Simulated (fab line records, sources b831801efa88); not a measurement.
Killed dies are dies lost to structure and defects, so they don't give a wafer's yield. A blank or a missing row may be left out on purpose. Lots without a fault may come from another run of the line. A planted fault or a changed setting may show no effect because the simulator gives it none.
fab line records | flow gf180mcu
record lots=12 wafers=36 last_day=34
route steps=602 shown V3@432 V4@476
lots that met no fault: from a run of the same line without faults
start_h: hours from the record's first day to the start of the lot's first wafer shown | wait_h: hours since the lot's step before | " the same as in the row above | L1.1+2: a row that stands for several wafers | - no value, or no start given | * or withheld: withheld | < > ~ a bound
route shown NAME@n: a module of which the file shows steps, and the number in the route of the first | usual: mean/standard deviation of fault-free wafers | same: alike in all rows | chamber/n: place in a boat | sites: the reading at each site | _std_site: their standard deviation | _edge_site: outer sites' mean less inner sites' | radius_mm: how far each site lies from the wafer's centre | mask NAME#n: copy n | behind: the tool/chamber that last shaped the wafer | hold: why the lot was held/for how many hours/how that ended | device: the transistor (n, p or np) that didn't switch | end of line: the same wafers' tests at the end of the route | a step without rows: its recipe alone | killed: dies lost to structure and defects at the first sort, not the wafer's yield | map: a wafer's dies, x killed, . not, _ none there
set.NAME: the setting as run; set.NAME@STEP: as run at that earlier step | model.NAME: the simulator's own value behind a step, which no gauge read
steps of the route over a sample of lots; a table a step, a row a wafer
services: from which hour (start_h, from the record's first day; less than 0 if before it) a tool's chamber was out of use, for how many hours, and why
## steps
# step GF_V3_THK_MEAS_03
# recipe reads=SiO2_of_V3_CVD_02
# usual V3_CVD_02_THK=850/10
# columns lot.wafer tool chamber start_h wait_h V3_CVD_02_THK[nm]
L195.2 film_metro-02 - 498.16 0.0 841
L195.4 " - " " 856
L195.5 " - " " 854
L196.1 film_metro-02 - 508.18 0.0 849
L196.3 " - " " 843
L196.5 " - " " 861
L197.2 film_metro-01 - 522.56 0.0 847
L197.4 " - " " 843
L197.5 " - " " 860
L198.1 film_metro-03 - 533.25 0.0 836
L198.3 " - " " 827
L198.6 " - " " 847
L199.1 film_metro-01 - 536.00 0.0 848
L199.3 " - " " 847
L199.6 " - " " 858
L208.4 film_metro-01 - 610.02 0.1 857
L208.5 " - " " 860
L208.6 " - " " 852
L209.3 film_metro-03 - 613.67 0.1 858
L209.5 " - " " 857
L209.6 " - " " 866
L210.1 film_metro-03 - 624.87 0.0 836
L210.2 " - " " 851
L210.3 " - " " 837
L211.3 film_metro-03 - 628.83 0.1 841
L211.4 " - " " 856
L211.6 " - " " 861
L213.2 film_metro-02 - 649.87 0.0 842
L213.5 " - " " 856
L213.6 " - " " 854
L214.2 film_metro-03 - 652.43 0.0 848
L214.4 " - " " 853
L214.5 " - " " 869
L215.2 film_metro-03 - 654.69 0.0 849
L215.3 " - " " 848
L215.5 " - " " 854
# step GF_V3_CMP_04
# recipe material=SiO2 down_force_psi=4 platen_rpm=60 pad_velocity_m_s=0.94248
# usual motor_current_A=12.2/1.1 platen_rpm=60.00/0.037 time_to_endpoint_s=80/5.4
# columns lot.wafer tool chamber start_h wait_h motor_current_A platen_rpm time_to_endpoint_s
L195.2 cmp-01 3 498.31 0.1 14.1 60.09 75
L195.4 " 0 " " 12.4 60.03 80
L195.5 " 1 " " 12.0 60.05 78
L196.1 cmp-01 1 508.24 0.1 12.2 59.98 79
L196.3 " 2 " " 12.2 59.94 71
L196.5 " 1 " " 11.6 60.06 83
L197.4 cmp-01 2 522.66 0.1 12.3 59.97 74
L197.2 " 3 " " 13.4 59.97 75
L197.5 " 1 " " 11.8 60.07 86
L198.1 cmp-01 0 533.31 0.1 12.2 59.99 75
L198.3 " 2 " " 12.0 59.98 69
L198.6 " 1 " " 11.9 60.05 84
L199.1 cmp-01 2 536.11 0.1 12.9 59.98 81
L199.3 " 0 " " 13.1 60.00 82
L199.6 " 1 " " 11.6 59.97 89
L208.4 cmp-02 1 610.20 0.2 11.8 60.00 90
L208.5 " 2 " " 11.2 60.00 88
L208.6 " 3 " " 9.9 59.96 76
L209.3 cmp-01 0 613.86 0.2 12.3 60.02 86
L209.6 " 1 " " 12.6 59.99 90
L209.5 " 2 " " 12.3 59.96 82
L210.1 cmp-01 1 624.98 0.1 12.1 59.99 77
L210.2 " 2 " " 12.4 60.02 77
L210.3 " 3 " " 13.8 60.03 77
L211.4 cmp-02 0 628.92 0.1 11.0 60.02 77
L211.3 " 1 " " 11.5 59.95 74
L211.6 " 0 " " 12.0 59.99 78
L213.2 cmp-01 1 650.07 0.2 12.6 59.97 81
L213.5 " 2 " " 11.8 60.01 82
L213.6 " 3 " " 13.6 59.96 87
L214.2 cmp-01 2 652.53 0.1 12.6 60.00 84
L214.4 " 0 " " 12.8 60.05 89
L214.5 " 2 " " 12.7 59.96 93
L215.2 cmp-01 2 654.74 0.0 13.4 60.02 82
L215.3 " 3 " " 14.0 60.01 81
L215.5 " 2 " " 12.8 59.99 83
# step GF_V3_SPUTTER_22
# recipe material=TiN target_thk_nm=10 chamber_pressure_pa=5 power_w=4000 time_s=40
# usual cathode_dc_power_W=3999.9/0.75 throttle_valve_pct=30.5/0.91
# same time_s=40
# columns lot.wafer tool chamber start_h wait_h cathode_dc_power_W throttle_valve_pct
L195.2 pvd_sputter-03 - 523.46 0.0 4000.8 31.9
L195.4 " - " " 4001.4 29.8
L195.5 " - " " 4000.5 29.7
L196.1 pvd_sputter-04 - 532.41 0.0 4000.4 29.1
L196.3 " - " " 3999.6 29.8
L196.5 " - " " 4000.5 32.0
L197.2 pvd_sputter-03 - 546.53 0.0 3999.7 29.6
L197.4 " - " " 4001.5 30.8
L197.5 " - " " 4001.3 30.5
L198.1 pvd_sputter-01 - 556.68 0.0 3999.2 30.1
L198.3 " - " " 3999.4 31.3
L198.6 " - " " 3999.8 30.9
L199.1 pvd_sputter-03 - 559.55 0.0 4001.0 31.0
L199.3 " - " " 3999.6 31.6
L199.6 " - " " 4000.1 29.5
L208.4 pvd_sputter-03 - 631.87 0.0 4000.0 30.8
L208.5 " - " " 4000.5 30.7
L208.6 " - " " 4000.3 29.6
L209.3 pvd_sputter-04 - 634.48 0.0 3999.2 32.1
L209.5 " - " " 3999.6 29.1
L209.6 " - " " 4002.1 31.3
L210.1 pvd_sputter-03 - 646.26 0.0 4000.3 29.4
L210.2 " - " " 4000.4 31.6
L210.3 " - " " 3999.3 30.8
L211.3 pvd_sputter-03 - 649.54 0.0 4000.3 29.2
L211.4 " - " " 4000.0 30.4
L211.6 " - " " 4001.0 31.9
L213.2 pvd_sputter-01 - 669.79 0.0 4000.7 29.3
L213.5 " - " " 3999.1 29.4
L213.6 " - " " 4000.7 30.8
L214.2 pvd_sputter-01 - 673.25 0.0 3999.2 30.0
L214.4 " - " " 4000.5 29.6
L214.5 " - " " 4000.1 29.7
L215.2 pvd_sputter-01 - 675.15 0.0 4000.5 30.7
L215.3 " - " " 3999.2 30.2
L215.5 " - " " 4001.1 29.9
# step GF_V4_CVD_00
# recipe material=SiO2 target_thk_nm=600 sigma_open_frac=0.3 temp_c=400 time_s=100 sih4_flow_sccm=60 pressure_mtorr=6
# usual sih4_flow_sccm=60.01/0.2
# same time_s=100
# columns lot.wafer tool chamber start_h wait_h sih4_flow_sccm
L195.2 hdpcvd-02 0 547.95 0.0 60.10
L195.4 " 2 " " 60.09
L195.5 " 0 " " 60.57
L196.1 hdpcvd-01 0 556.50 0.0 59.80
L196.3 " 2 " " 60.18
L196.5 " 2 " " 60.24
L197.2 hdpcvd-02 2 570.23 0.0 59.71
L197.4 " 2 " " 59.98
L197.5 " 0 " " 59.93
L198.1 hdpcvd-02 0 580.60 0.0 47.83
L198.3 " 1 " " 47.94
L198.6 " 1 " " 48.39
L199.1 hdpcvd-02 2 583.08 0.0 47.93
L199.3 " 0 " " 48.06
L199.6 " 2 " " 47.96
L208.4 hdpcvd-01 1 653.23 0.0 60.07
L208.5 " 2 " " 60.32
L208.6 " 0 " " 59.93
L209.3 hdpcvd-02 0 656.42 0.0 60.00
L209.5 " 0 " " 60.32
L209.6 " 1 " " 60.08
L210.1 hdpcvd-02 2 667.46 0.0 59.51
L210.2 " 1 " " 60.02
L210.3 " 0 " " 60.35
L211.3 hdpcvd-02 0 670.05 0.0 60.03
L211.4 " 2 " " 60.27
L211.6 " 1 " " 60.18
L213.2 hdpcvd-02 0 690.63 0.0 59.85
L213.5 " 0 " " 60.25
L213.6 " 1 " " 60.16
L214.2 hdpcvd-02 0 694.81 0.0 60.01
L214.4 " 2 " " 60.07
L214.5 " 1 " " 59.98
L215.2 hdpcvd-01 0 696.34 0.0 59.94
L215.3 " 2 " " 59.72
L215.5 " 1 " " 60.04
# step GF_V4_THK_MEAS_01
# recipe reads=SiO2_of_V4_CVD_00
# usual V4_CVD_00_THK=598/5.6
# columns lot.wafer tool chamber start_h wait_h V4_CVD_00_THK[nm]
L195.2 film_metro-02 - 548.03 0.0 595
L195.4 " - " " 587
L195.5 " - " " 592
L196.1 film_metro-01 - 556.61 0.1 593
L196.3 " - " " 588
L196.5 " - " " 583
L197.2 film_metro-02 - 570.31 0.0 597
L197.4 " - " " 594
L197.5 " - " " 607
L198.1 film_metro-04 - 580.67 0.0 481
L198.3 " - " " 473
L198.6 " - " " 466
L199.1 film_metro-01 - 583.16 0.0 475
L199.3 " - " " 479
L199.6 " - " " 472
L208.4 film_metro-01 - 653.29 0.0 594
L208.5 " - " " 595
L208.6 " - " " 601
L209.3 film_metro-02 - 656.51 0.1 606
L209.5 " - " " 598
L209.6 " - " " 601
L210.1 film_metro-04 - 667.53 0.0 596
L210.2 " - " " 592
L210.3 " - " " 594
L211.3 film_metro-01 - 670.14 0.1 601
L211.4 " - " " 596
L211.6 " - " " 595
L213.2 film_metro-04 - 690.71 0.0 603
L213.5 " - " " 606
L213.6 " - " " 590
L214.2 film_metro-01 - 694.89 0.0 601
L214.4 " - " " 607
L214.5 " - " " 595
L215.2 film_metro-04 - 696.43 0.0 603
L215.3 " - " " 596
L215.5 " - " " 598
## services
# columns tool chamber start_h hours kind
pvd_sputter-04 - 475.97 1.0 repair
pvd_sputter-04 - 505.59 2.3 repair
pvd_sputter-04 - 518.50 2.4 repair
pvd_sputter-04 - 523.75 4.2 repair
hdpcvd-01 - 539.25 15.0 pm
hdpcvd-01 0 539.25 15.0 vent_cycle
hdpcvd-01 1 539.25 15.0 vent_cycle
hdpcvd-01 2 539.25 15.0 vent_cycle
pvd_sputter-01 3 544.97 - consumable_replace:kit
pvd_sputter-01 3 544.97 18.0 scheduled_down
pvd_sputter-01 3 544.97 18.0 vent_cycle
cmp-02 - 554.24 6.2 pm
cmp-01 - 558.74 4.3 repair
cmp-02 - 564.15 0.5 repair
cmp-02 - 572.24 4.0 pm
cmp-02 - 611.73 11.3 pm
pvd_sputter-03 - 629.47 0.8 repair
cmp-02 - 629.78 1.0 repair
pvd_sputter-04 - 639.14 1.1 repair
pvd_sputter-03 - 651.23 26.2 repair
hdpcvd-01 1 668.58 7.9 repair
cmp-01 - 674.57 5.6 pm
pvd_sputter-03 - 690.84 5.2 repair
pvd_sputter-01 2 691.70 - consumable_replace:kit
## key
first_sign step=GF_V4_CVD_00 reading=sih4_flow_sccm direction=down sigmas=59 usual=60.01 struck=48.02
effect step=GF_V4_THK_MEAS_01 reading=V4_CVD_00_THK direction=down sigmas=22 usual=598 struck=474
met_at GF_V4_CVD_00
struck_lots L198,L199
not_acting_at GF_V3_THK_MEAS_03,GF_V3_CMP_04,GF_V3_SPUTTER_22
onset_between 570.23 580.60
fault kind=process_parameter_drift tool=hdpcvd-02 chamber=- onset_h=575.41 steps=GF_V4_CVD_00 channel=sih4_flow_sccm offset=-12 shape=step end_h=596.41 acts_in=these_recipes_only stated=60
